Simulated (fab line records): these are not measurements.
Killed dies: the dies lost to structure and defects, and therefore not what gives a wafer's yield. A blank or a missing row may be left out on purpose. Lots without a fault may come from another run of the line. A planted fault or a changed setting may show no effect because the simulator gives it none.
fab line records | flow sky130 | part 2 of 2: steps 31 to 40 of 40
record: lots: 5 wafers: 15 last_day: 50
route steps=708 shown LOCAL_INTERCONNECT@393 CONTACT@406
lots with no fault: from the same line, run without faults
start_h: hours from the record's opening day to when the first of the lot's shown wafers began | wait_h: hours since the lot's step before | " same as the row above | L1.1+2: a single row standing in for several wafers | - either no value or no given start | * or withheld: withheld | < > ~ a bound
route shown NAME@n: NAME is a module with steps in the file, n the number in the route of the first one | usual: mean/standard deviation of fault-free wafers | same: alike in all rows | chamber/n: place in a boat | sites: each site's reading | _std_site: their standard deviation | _edge_site: inner sites' mean taken away from outer sites' mean | radius_mm: how far each site lies from the wafer's centre | mask NAME#n: copy n | behind: the most recent tool/chamber to have shaped the wafer | hold: why the lot was held/for how many hours/how that ended | device: the transistor (n, p or np) that didn't switch | end of line: the same wafers' tests at the end of the route | a step without rows: its recipe alone | killed: the dies lost at the first sort to structure and to defects; this is not the yield of the wafer | map: the dies of a wafer, with x for killed, . for not killed, _ for no die there
set.NAME: the setting that was run; set.NAME@STEP: the one run at that earlier step | model.NAME: the simulator's own value behind a step, which no gauge read
certain route steps with their lots: each step a table, each wafer a row
services: from which hour (start_h, from the record's first day; less than 0 if before it) a tool's chamber was out of use, for how many hours, and why
== steps ==
step: SKY_CONTACT_ETCH_17
recipe: target: SiO2 chemistry: C4F8/O2/Ar stop_on: Si3N4 mask_material: KrF-thick source_w: 1500 bias_w: 1200 pressure_mtorr: 40 c4f8_flow_sccm: withheld O2_flow_sccm: 6 Ar_flow_sccm: 300 time_s: withheld target_depth_a: 3400
usual: oes_product_au: 0.891/0.0053 rf_fwd_power_W: 1486/5.9
columns lot.wafer tool chamber start_h wait_h oes_product_au rf_fwd_power_W
L076.3 rie_diel-01 2 745.67 0.0 0.895 1491
L076.5 " 3 " " 0.892 1488
L076.6 " 0 " " 0.885 1481
L080.1 rie_diel-01 1 788.02 0.0 0.898 1494
L080.2 " 3 " " 0.899 1483
L080.6 " 0 " " 0.892 1490
L081.2 rie_diel-04 3 788.97 0.0 0.890 1486
L081.4 " 2 " " 0.890 1483
L081.6 " 0 " " 0.895 1498
L085.4 rie_diel-04 2 825.22 0.0 0.901 1498
L085.5 " 0 " " 0.901 1492
L085.6 " 3 " " 0.895 1479
L096.2 rie_diel-01 1 901.77 0.0 0.900 1490
L096.3 " 3 " " 0.895 1491
L096.4 " 0 " " 0.887 1489
step: SKY_CONTACT_ETCH_18
recipe: target: Si3N4 chemistry: CHF3/O2 stop_on: TiN source_w: 600 bias_w: 200 pressure_mtorr: 40 chf3_flow_sccm: 50 O2_flow_sccm: 5 time_s: 39 target_depth_a: 750
usual: chf3_flow_sccm: 50.01/0.15 drypump_motor_current_A: 5.5/0.39 oes_product_au: 0.854/0.009 rf_fwd_power_W: 592.8/2.7 throttle_valve_pct: 8.793/0.0091
columns lot.wafer tool chamber start_h wait_h chf3_flow_sccm drypump_motor_current_A oes_product_au rf_fwd_power_W rf_hours_counter_h throttle_valve_pct
L076.3 rie_diel-01 2 - - 49.94 5.8 0.840 590.9 8 8.786
L076.5 " 3 " " 49.92 5.5 0.843 593.4 - 8.795
L076.6 " 0 " " 49.91 4.9 0.846 597.8 - 8.785
L080.1 rie_diel-01 1 - - 49.82 5.5 0.847 594.1 12 8.793
L080.2 " 3 " " 50.35 5.5 0.846 596.0 2 8.793
L080.6 " 0 " " 50.12 4.9 0.863 592.9 - 8.805
L081.2 rie_diel-04 3 - - 50.16 5.1 0.854 588.4 17 8.799
L081.4 " 2 " " 50.07 5.1 0.867 592.1 18 8.808
L081.6 " 0 " " 49.99 5.1 0.859 592.8 - 8.797
L085.4 rie_diel-04 2 - - 50.28 5.2 0.850 592.6 19 8.794
L085.5 " 0 " " 49.88 5.1 0.863 598.4 - 8.803
L085.6 " 3 " " 50.11 5.1 0.862 589.4 - 8.799
L096.2 rie_diel-01 1 - - 50.03 5.5 0.840 590.0 16 8.803
L096.3 " 3 " " 50.10 5.5 0.848 593.0 6 8.802
L096.4 " 0 " " 49.81 4.9 0.861 595.1 16 8.800
step: SKY_CONTACT_STRIP_19
recipe: chemistry: O2/N2 power_w: 1400 pressure_mtorr: 1500 platen_temp_c: withheld o2_flow_sccm: 3000 n2_flow_sccm: 300 overash_fraction: 0.5
usual: drypump_motor_current_A: 5.9/0.5 oes_product_au: 0.380/0.005 strip_time_to_endpoint_s: 3.61/0.044
columns lot.wafer tool chamber start_h wait_h drypump_motor_current_A oes_product_au rf_hours_counter_h strip_time_to_endpoint_s
L076.3 plasma_asher-02 1 745.79 - 5.9 0.379 - 3.61
L076.5 " 0 " " 6.3 0.383 - 3.66
L076.6 " 1 " " 5.8 0.376 - 3.59
L080.1 plasma_asher-03 1 788.11 - 5.3 0.373 4 3.60
L080.2 " 0 " " 5.8 0.371 4 3.61
L080.6 " 0 " " 5.8 0.379 - 3.56
L081.2 plasma_asher-03 1 789.06 - 5.3 0.382 4 3.64
L081.4 " 1 " " 5.3 0.377 - 3.55
L081.6 " 1 " " 5.3 0.376 - 3.61
L085.4 plasma_asher-02 0 825.34 - 6.3 0.379 - 3.55
L085.5 " 0 " " 6.3 0.375 - 3.59
L085.6 " 1 " " 5.9 0.373 - 3.67
L096.2 plasma_asher-02 1 901.86 - 5.9 0.381 75 3.66
L096.3 " 0 " " 6.3 0.381 - 3.59
L096.4 " 1 " " 5.9 0.366 - 3.56
step: SKY_CONTACT_STRIP_20
recipe: chemistry: post_etch_residue_remover time_s: 1200 temp_c: 72.5
columns lot.wafer tool chamber start_h wait_h
L076.3+5+6 wet_bench-01 3 745.86 0.0
L080.1+2+6 wet_bench-01 0 788.21 0.1
L081.2+4+6 wet_bench-04 2 789.16 0.1
L085.4+5+6 wet_bench-03 2 825.41 0.0
L096.2+3+4 wet_bench-01 0 901.96 0.1
step: SKY_CONTACT_CLEAN_21
recipe: chemistry: IPA time_s: 180 temp_c: 25
columns lot.wafer tool chamber start_h wait_h
L076.3+5+6 wet_bench-04 0 746.54 0.0
L080.1+2+6 wet_bench-03 0 788.58 0.0
L081.2+4+6 wet_bench-03 1 789.50 0.0
L085.4+5+6 wet_bench-04 0 825.75 0.0
L096.2+3+4 wet_bench-04 0 902.30 0.0
step: SKY_CONTACT_CLEAN_22
recipe: chemistry: O3/DIW dry: n2_spin
columns lot.wafer tool chamber start_h wait_h
L076.3+5+6 wet_bench-03 1 746.66 0.0
L080.1+2+6 wet_bench-04 2 788.64 0.0
L081.2+4+6 wet_bench-01 3 789.56 0.0
L085.4+5+6 wet_bench-01 1 825.81 0.0
L096.2+3+4 wet_bench-03 0 902.37 0.0
step: SKY_CONTACT_SPUTTER_23
recipe: material: TiN target_thk_nm: 20 chamber_pressure_pa: 5 power_w: 4000 time_s: 80
usual: throttle_valve_pct: 29.5/1.6
columns lot.wafer tool chamber start_h wait_h throttle_valve_pct
L076.3 pvd_sputter-03 - 746.84 0.0 30.5
L076.5 " - " " 31.0
L076.6 " - " " 29.6
L080.1 pvd_sputter-03 - 788.73 0.0 26.2
L080.2 " - " " 29.5
L080.6 " - " " 30.3
L081.2 pvd_sputter-03 - 789.66 0.0 26.4
L081.4 " - " " 31.1
L081.6 " - " " 30.3
L085.4 pvd_sputter-03 - 825.90 0.0 29.6
L085.5 " - " " 30.6
L085.6 " - " " 26.5
L096.2 pvd_sputter-03 - 902.46 0.0 29.5
L096.3 " - " " 30.3
L096.4 " - " " 26.2
step: SKY_CONTACT_CVD_24
recipe: material: W target_thk_nm: 340 time_s: 102.12 temp_c: 400 pressure_torr: 40
usual: heater_power_w: 916/110
columns lot.wafer tool chamber start_h wait_h heater_power_w since_wet_clean_h
L076.3 cvd_w-02 0 746.94 0.1 1023 -
L076.5 " 1 " " 752 -
L076.6 " 0 " " 1010 -
L080.1 cvd_w-02 0 788.79 0.0 1024 385
L080.2 " 1 " " 733 385
L080.6 " 0 " " 1029 -
L081.2 cvd_w-02 0 789.72 0.0 1041 386
L081.4 " 0 " " 1025 -
L081.6 " 0 " " 1033 -
L085.4 cvd_w-02 1 826.00 0.1 740 -
L085.5 " 1 " " 738 -
L085.6 " 0 " " 1042 -
L096.2 cvd_w-01 1 902.52 0.0 886 999
L096.3 " 1 " " 872 -
L096.4 " 0 " " 1022 -
step: SKY_CONTACT_RS_MEAS_25
recipe: thk_meas_gauge: four-point-probe reads: W_of_CONTACT_CVD_24+TiN_of_CONTACT_SPUTTER_23
usual: CONTACT_W_RS: 0.341/0.0052
columns lot.wafer tool chamber start_h wait_h CONTACT_W_RS[ohm/sq]
L076.3 film_metro-02 - 747.05 0.1 0.336
L076.5 " - " " 0.331
L076.6 " - " " 0.338
L080.1 film_metro-01 - 788.90 0.1 0.332
L080.2 " - " " 0.329
L080.6 " - " " 0.337
L081.2 film_metro-01 - 789.85 0.1 0.339
L081.4 " - " " 0.341
L081.6 " - " " 0.339
L085.4 film_metro-02 - 826.14 0.1 0.337
L085.5 " - " " 0.337
L085.6 " - " " 0.339
L096.2 film_metro-03 - 902.65 0.1 0.345
L096.3 " - " " 0.348
L096.4 " - " " 0.343
step: SKY_CONTACT_THK_MEAS_26
recipe: thk_meas_gauge: xrf reads: W_of_CONTACT_CVD_24
usual: CONTACT_W_THK: 329/4.9
columns lot.wafer tool chamber start_h wait_h CONTACT_W_THK[nm]
L076.3 film_metro-02 - 747.15 0.1 332
L076.5 " - " " 336
L076.6 " - " " 331
L080.1 film_metro-01 - 789.02 0.1 338
L080.2 " - " " 343
L080.6 " - " " 331
L081.2 film_metro-01 - 789.96 0.1 331
L081.4 " - " " 328
L081.6 " - " " 331
L085.4 film_metro-02 - 826.23 0.1 333
L085.5 " - " " 332
L085.6 " - " " 331
L096.2 film_metro-03 - 902.76 0.1 326
L096.3 " - " " 325
L096.4 " - " " 330
== services ==
columns tool chamber start_h hours kind
rie_metal-02 - 680.37 2.8 pm
hdpcvd-01 2 683.19 15.7 repair
rie_diel-01 3 697.17 8.3 repair
rie_diel-04 - 708.02 0.6 repair
krf_scanner-01 - 712.31 1.3 pm
rie_diel-04 1 733.37 5.7 repair
wet_bench-04 - 733.72 0.6 repair
pvd_sputter-03 - 736.56 9.0 repair
krf_scanner-01 - 736.98 0.8 pm
rie_diel-01 - 752.37 0.6 repair
krf_scanner-01 - 758.02 0.9 repair
rie_diel-04 - 773.13 2.8 pm
pvd_sputter-03 - 781.78 2.3 repair
krf_scanner-01 - 801.42 4.0 pm
rie_metal-02 1 813.17 1.4 repair
krf_scanner-01 - 813.59 1.0 pm
hdpcvd-01 - 826.82 2.4 repair
rie_diel-04 3 834.40 19.4 repair
rie_diel-01 3 843.00 1.2 repair
rie_metal-02 - 867.04 0.4 repair
rie_diel-01 - 875.10 0.3 repair
rie_diel-04 3 885.28 6.2 repair
krf_scanner-01 - 888.21 1.3 pm
rie_diel-04 2 896.27 6.9 repair
